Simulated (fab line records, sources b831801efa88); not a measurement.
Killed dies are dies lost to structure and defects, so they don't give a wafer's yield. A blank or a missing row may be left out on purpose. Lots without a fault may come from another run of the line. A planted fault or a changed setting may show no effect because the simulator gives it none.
Which tool did it? | flow sky130 | 7 lots, 21 wafers sampled, at 2 steps of a route of 708

WHAT THE GAUGES READ, wafer by wafer
SKY_VIA4_OVL_MEAS_11.
lot  | measured     | on         | VIA4_OVL (nm)
L604 | day 43 02:04 | overlay-01 | -0.5 -0.4 1.3
L606 | day 43 14:20 | overlay-01 | 1.0 2.5 2.4
L609 | day 44 08:37 | overlay-01 | 3.7 0.8 2.6
L611 | day 45 02:59 | overlay-02 | 0.3 -0.4 -1.5
L614 | day 45 22:20 | overlay-01 | 1.3 -0.5 0.7
L619 | day 47 06:55 | overlay-02 | 135.7 133.8 135.2
L626 | day 48 16:24 | overlay-02 | 2.0 1.9 2.2

WHICH TOOL RAN EACH LOT (tool, then ch and the chambers of the sampled wafers, then the start)
lot  | SKY_VIA4_EXPOSE_08
L604 | iline_stepper-02 ch 0, day 42 15:28
L606 | iline_stepper-02 ch 0, day 43 02:42
L609 | iline_stepper-02 ch 0, day 43 21:55
L611 | iline_stepper-02 ch 0, day 44 16:35
L614 | iline_stepper-01 ch 0, day 45 12:07
L619 | iline_stepper-01 ch 0, day 46 20:58
L626 | iline_stepper-02 ch 0, day 48 07:29
- SKY_VIA4_EXPOSE_08: exposes mask VIM4, target cd 800 nm.

THE ANSWER, worked out from the rows above alone
Rule: what is usual is taken from the lots themselves. Put in order of their means at a reading, lots are off if they are a third of the lots or fewer, leave a main group of 4 or more, and stand apart from it by a gap of 3 or more times the standard deviation of the main group's means; of several such gaps the widest counts. A main group whose means are all the same, to the digits that the tables above print for the reading, isn't used. A lot without any number at a reading at which 4 lots or more have one is off too. The other lots that the step has rows for count as sound.
Off: L619, at SKY_VIA4_OVL_MEAS_11 (VIA4_OVL). The main group: mean 1.1 nm, standard deviation 1.1.
A tool fits if, at a process step before that reading, it ran every lot that is off, and no sound lot after the first of them. The gauges at SKY_VIA4_OVL_MEAS_11 are tried like those tools. One fits: iline_stepper-01 at SKY_VIA4_EXPOSE_08. Its last sound lot is L614 (day 45 12:07), its first lot that is off L619 (day 46 20:58): a fault that began between those two fits.

WHAT THE SIMULATOR HAD PUT IN
Scanner matching overlay: iline_stepper-01, from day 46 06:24 on, at SKY_VIA4_EXPOSE_08. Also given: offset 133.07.
Lots struck among those shown: L619. The rule above found the same.
